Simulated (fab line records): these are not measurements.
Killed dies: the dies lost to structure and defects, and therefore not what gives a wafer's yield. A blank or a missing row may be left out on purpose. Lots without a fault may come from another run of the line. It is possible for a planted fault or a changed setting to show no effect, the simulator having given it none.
Comparing a struck lot with a sound one + flow sky130 + 15 steps out of a route of 708
Sound: these wafers, L954.1, L954.5, L954.6. Wafers struck: L946.1, L946.2, L946.3. The cause is named last.
At each step with rows: each side's tool, then ch and its chambers, then its first start. Under that, the readings that differ: sound wafers + struck wafers + difference of the means + sigmas: that difference in standard deviations of wafers without a fault.
alike: words and numbers the same on both sides, and readings whose means are apart by under 2 such deviations; not compared: readings that were withheld, readings missing a value for some wafer, numbers with overlapping values and no deviation given by the record, and bounds like >300 which may hide the same value.
Wherever a step has rows on one side only, a row that says differs or no value, or a row with sigmas, the two part there. Numbers that don't overlap but have no deviation are shown without sigmas and don't part them. Lack of a reading on every wafer of one side parts them only where that side has two or more wafers.

first, 8 steps without rows for these wafers: SKY_METAL2_DEHYDRATE_07 (time 60 s); SKY_METAL2_HMDS_08 (prime time 60 s); SKY_METAL2_COAT_09 (resist thk 60 nm); SKY_METAL2_COAT_10 (resist thk 450 nm); SKY_METAL2_SOFTBAKE_11 (time 90 s); SKY_METAL2_EXPOSE_12 (exposes mask MM2, target cd 140 nm); SKY_METAL2_PEB_13; SKY_METAL2_DEVELOP_14 (develop time 60 s).
SKY_METAL2_CD_MEAS_15 targets a cd of 140 nm.
  sound: cdSem-01 at day 41 15:10; struck: cdSem-02 at day 37 22:34
  alike: cdNm
SKY_METAL2_OVL_MEAS_16:
  sound: overlay-02 at day 41 15:17; struck: overlay-01 at day 37 22:41
  alike: METAL2_OVL
SKY_METAL2_DESCUM_17: chemistry O2, time 8 s.
  sound on rieMetal-02 ch 0,1, day 41 15:20; struck on rieMetal-03 ch 0,1, day 37 22:44
  alike: drypumpMotorCurrentA, oesProductAu
  not compared: rfHoursCounterH
SKY_METAL2_ETCH_18: etches BARC in N2/H2, stops on SiO2, time 45.9 s, target depth 60 nm.
  sound on rieMetal-02 ch 0,1, day 41 15:22; struck on rieMetal-03 ch 0,1, day 37 22:46
  alike: biasW, chamberPressureMTorr, drypumpMotorCurrentA, h2FlowSccm, oesProductAu, throttleValvePct
  not compared: rfHoursCounterH
SKY_METAL2_METAL_ETCH_19: etches the open film in Cl2/BCl3, stops on SiO2, target depth 360 nm, time 78 s.
  sound on rieMetal-02 ch 0,1, day 41 15:28; struck on rieMetal-03 ch 0,1, day 37 22:49
  no value came back on the struck wafers for any of 5 readings (bcl3FlowSccm (sccm), biasW (W) and others); on the sound wafers bcl3FlowSccm (sccm) reads 29.84 29.81 29.82
| reading                                      | sound             | struck            | difference | sigmas |
|----------------------------------------------|-------------------|-------------------|------------|--------|
| model.KrF-thick_of_METAL2_COAT_10.thkNm (nm) | 154.3 156.1 152.5 | 393.8 394.4 393.6 | +239.6     |        |
| model.SiO2_of_VIA1_HDPCVD_00.thkNm (nm)      | 327.7 331.4 329.6 | 342.9 343.6 342.4 | +13.4      |        |
  not compared: rfHoursCounterH
SKY_METAL2_STRIP_20: strips in O2/N2.
  sound on plasmaAsher-01 ch 0,1, day 41 15:35; struck on plasmaAsher-04 ch 0,1, day 37 22:55
| reading                  | sound             | struck            | difference | sigmas |
|--------------------------|-------------------|-------------------|------------|--------|
| oesProductAu (a.u.)      | 0.334 0.336 0.345 | 0.441 0.447 0.451 | +0.108     | +22    |
| stripTimeToEndpointS (s) | 2.64 2.66 2.63    | 5.21 5.23 5.21    | +2.57      | +53    |
  alike: drypumpMotorCurrentA
  not compared: rfHoursCounterH
then, 1 step without rows for these wafers: SKY_METAL2_STRIP_21 (strips in post etch residue remover, time 1200 s).

WHERE THEY PART
Last at SKY_METAL2_STRIP_20 as far as this record goes, first at SKY_METAL2_METAL_ETCH_19.

WHY: whatever the simulator had introduced
Entire step skipped (rieMetal-03, SKY_METAL2_METAL_ETCH_19), from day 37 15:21 onward. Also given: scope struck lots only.
